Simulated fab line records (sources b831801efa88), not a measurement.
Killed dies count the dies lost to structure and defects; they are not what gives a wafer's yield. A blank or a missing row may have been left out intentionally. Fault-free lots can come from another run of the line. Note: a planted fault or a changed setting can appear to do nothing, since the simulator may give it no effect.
Which of the tools did it? ; flow sfqLine ; Sampling: 15 lots, 45 wafers, 2 of 325 route steps

WHAT THE GAUGES READ, wafer by wafer
SFQ_I0_BOW_MEAS_907.
lot;measured;on;I0_BOW (um)
L701;day 12 12:22;filmMetro-01;7 7 8
L702;day 13 07:39;filmMetro-01;6 -4 6
L703;day 13 13:39;filmMetro-02;1 2 4
L705;day 14 03:23;filmMetro-04;-4 -3 3
L706;day 14 13:53;filmMetro-04;3 7 2
L707;day 15 03:53;filmMetro-02;-1 -14 6
L708;day 15 13:30;filmMetro-04;-11 -13 -5
L716;day 18 06:24;filmMetro-04;1 -4 -11
L717;day 18 12:24;filmMetro-04;-1 -14 -9
L718;day 18 21:26;filmMetro-01;4 -1 13
L719;day 19 04:07;filmMetro-01;-1 -1 -2
L720;day 19 17:54;filmMetro-04;-10 0 -11
L721;day 20 05:54;filmMetro-01;0 13 -1
L722;day 20 18:49;filmMetro-02;-6 -12 -3
L723;day 21 15:15;filmMetro-04;0 -6 7

TOOL THAT RAN EACH LOT (tool first, then ch and the chambers of the sampled wafers, then the start)
lot;SFQ_TRILAYER_M0_BARC_OPEN_METAL_ETCH_031
L701;rieMetal-02 ch 0,1, day 12 03:54
L702;rieMetal-02 ch 0,1, day 12 22:02
L703;rieMetal-01 ch 0,1, day 13 04:02
L705;rieMetal-01 ch 0,1, day 13 16:53
L706;rieMetal-02 ch 0,1, day 14 08:35
L707;rieMetal-02 ch 0,1, day 14 23:49
L708;rieMetal-02 ch 0, day 15 09:25
L716;rieMetal-03 ch 0,1, day 18 02:21
L717;rieMetal-03 ch 0,1, day 18 08:21
L718;rieMetal-02 ch 0,1, day 18 16:46
L719;rieMetal-01 ch 0,1, day 19 00:04
L720;rieMetal-02 ch 0,1, day 19 13:17
L721;rieMetal-02 ch 0,1, day 19 22:53
L722;rieMetal-01 ch 0,1, day 20 14:37
L723;rieMetal-02 ch 0,1, day 21 05:08
- SFQ_TRILAYER_M0_BARC_OPEN_METAL_ETCH_031: etches BARC in O2, target depth 125 nm, time 41.7 s.

WHAT THE TOOLS THEMSELVES READ (means of the sampled wafers that have a number; where no wafer has one, the mark that the record gives instead)
SFQ_TRILAYER_M0_BARC_OPEN_METAL_ETCH_031.
lot;tool;biasW (W);chamberPressureMTorr (mTorr);drypumpMotorCurrentA (A);oesProductAu (a.u.)
L701;rieMetal-02;80.00;10.001;6.1;0.681
L702;rieMetal-02;80.12;9.994;6.0;0.686
L703;rieMetal-01;80.10;9.998;5.8;0.684
L705;rieMetal-01;80.02;10.001;5.8;0.689
L706;rieMetal-02;79.97;10.001;5.8;0.683
L707;rieMetal-02;79.82;9.996;6.0;0.684
L708;rieMetal-02;79.92;9.999;5.5;0.683
L716;rieMetal-03;79.90;9.998;5.7;0.689
L717;rieMetal-03;79.96;10.003;5.7;0.688
L718;rieMetal-02;80.04;9.994;6.1;0.682
L719;rieMetal-01;80.21;10.008;5.8;0.690
L720;rieMetal-02;80.08;10.010;5.8;0.687
L721;rieMetal-02;79.89;9.995;5.8;0.688
L722;rieMetal-01;79.91;9.997;5.8;0.683
L723;rieMetal-02;79.97;9.996;6.0;0.686

THE ANSWER, worked out from the rows above alone
Rule: the usual values come from the lots themselves. Put in order of their means at a reading, lots are off if they are a third of the lots or fewer, leave a main group of 4 or more, and stand apart from it by a gap of 3 or more times the standard deviation of the main group's means; of several such gaps the widest counts. A main group whose means are all the same, to the digits that the tables above print for the reading, isn't used. A lot without any number at a reading at which 4 lots or more have one is off too. All remaining lots with rows at the step are treated as sound. First the gauges in route order, then the tools' own readings, where a lot's mean is used as printed above. The first step at which some lot is off is used, and at that step the reading that is off furthest; a lot without a number counts as furthest.
Nothing can be told from this: no lot is off at any reading shown.

WHAT HAD BEEN PUT IN BY THE SIMULATOR
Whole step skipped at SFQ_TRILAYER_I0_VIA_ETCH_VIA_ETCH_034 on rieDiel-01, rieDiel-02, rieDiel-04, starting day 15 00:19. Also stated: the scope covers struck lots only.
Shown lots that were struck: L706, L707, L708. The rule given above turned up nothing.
